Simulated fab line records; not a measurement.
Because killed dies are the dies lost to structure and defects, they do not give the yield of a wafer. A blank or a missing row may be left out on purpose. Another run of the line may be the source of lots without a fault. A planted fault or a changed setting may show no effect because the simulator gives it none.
8D (eight disciplines) problem report, filled in by code | flow sky130 | the parts of the form that need people (team, actions taken, sign-off) are left out

== 1. THE ISSUE ==
cd-nm at SKY_LDD_P_CD_MEAS_07 reads a mean of 356.1 nm on 3 wafers of 1 lot; wafers without a fault read 379.5 nm with a standard deviation of 2.6. Measured from the usual mean, that is -9.0 standard deviations.
The step: target cd 380 nm.
Earliest sighting: wafer L311.2 on cd-sem-02 at day 26 13:59. Wafers with a number at this step in the record: 39, from 13 lots. Rule for "out", or "out of limits": more than 4 standard deviations from the usual mean. Any other wafer with a number is counted as sound.

== 2. WHAT IT IS AND WHAT IT IS NOT ==
question                    | is                     | is not
which readings at this step | cd-nm                  | -
which lots                  | L311                   | L291, L292, L293, L294, L295, L296, L297, L300, L301, L302, L303, L304
which wafers of those lots  | all that have a number | -
read on which gauges        | cd-sem-02              | cd-sem-01
when                        | from day 26 13:59      | up to then (36 sound wafers)

== 3. SUSPECTS, AND WHAT RULES EACH OUT ==
Counting: a tool stays on the suspect list if, at a process step up to the reading, it processed all lots that are out and no sound lot following the first of them.
- the gauge at SKY_LDD_P_CD_MEAS_07 has been ruled out. All the wafers that are out were read on cd-sem-02, but those of them that SKY_LDD_P_EXPOSE_04 has rows for are out there too, on other tools.
- iline-stepper-02 at SKY_LDD_P_EXPOSE_04 (exposes mask PSDM, target cd 380 nm): kept. It ran the lot that is out, L311 (day 25 23:38), and no sound lot after that; its last sound lot up to then is L303 (day 23 05:29). Its own exposure-dose-mJ-cm2 readings are out on those wafers.
The count leaves iline-stepper-02 at SKY_LDD_P_EXPOSE_04.

== 4. THE CAUSE (what the simulator had put in) ==
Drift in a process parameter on iline-stepper-02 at SKY_LDD_P_EXPOSE_04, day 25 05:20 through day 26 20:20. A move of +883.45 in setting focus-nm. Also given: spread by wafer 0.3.
This tool alone remained once counting was done.

== 5. SEQUENCE OF EFFECTS, ordered by route ==
One row per reading whose mean, taken over the struck wafers that have a number, lies over 3 standard deviations from the usual. Only readings for which the record gives a usual standard deviation are gone through. hours: the time from each lot's start at the first step in this table that gives one to its start at this step, as a median over the lots. sigmas: the change in usual standard deviations.
hours | step                 | reading              | usual    | on struck wafers | change | sigmas
0     | SKY_LDD_P_EXPOSE_04  | exposure-dose-mJ-cm2 | 137.92   | 139.52           | +1.60  | +13
14    | SKY_LDD_P_CD_MEAS_07 | cd-nm                | 379.5 nm | 356.1            | -23.4  | -9.0
Process steps it contains:
- SKY_LDD_P_EXPOSE_04: exposes mask PSDM, target cd 380 nm.
Later steps that measure or inspect, where all struck wafers having a row at the step show a number for every such reading and not one has moved that far: SKY_POLY_CUT_OVL_MEAS_09.

== 6. WHAT WOULD HAVE CAUGHT IT SOONER ==
The first out-of-limits reading at a measuring or inspecting step in this record came at day 26 13:59, 33 hours after the fault's start at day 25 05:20.
Tool's own readings at SKY_LDD_P_EXPOSE_04, exposure-dose-mJ-cm2: out on all struck wafers the step has rows for; an alarm limit on them would have tripped on the first.
By day 26 13:59 the whole set of lots that are out, 1 in number, had already begun SKY_LDD_P_EXPOSE_04 on iline-stepper-02. Had the tool been put on hold then, not one of them would have been saved.
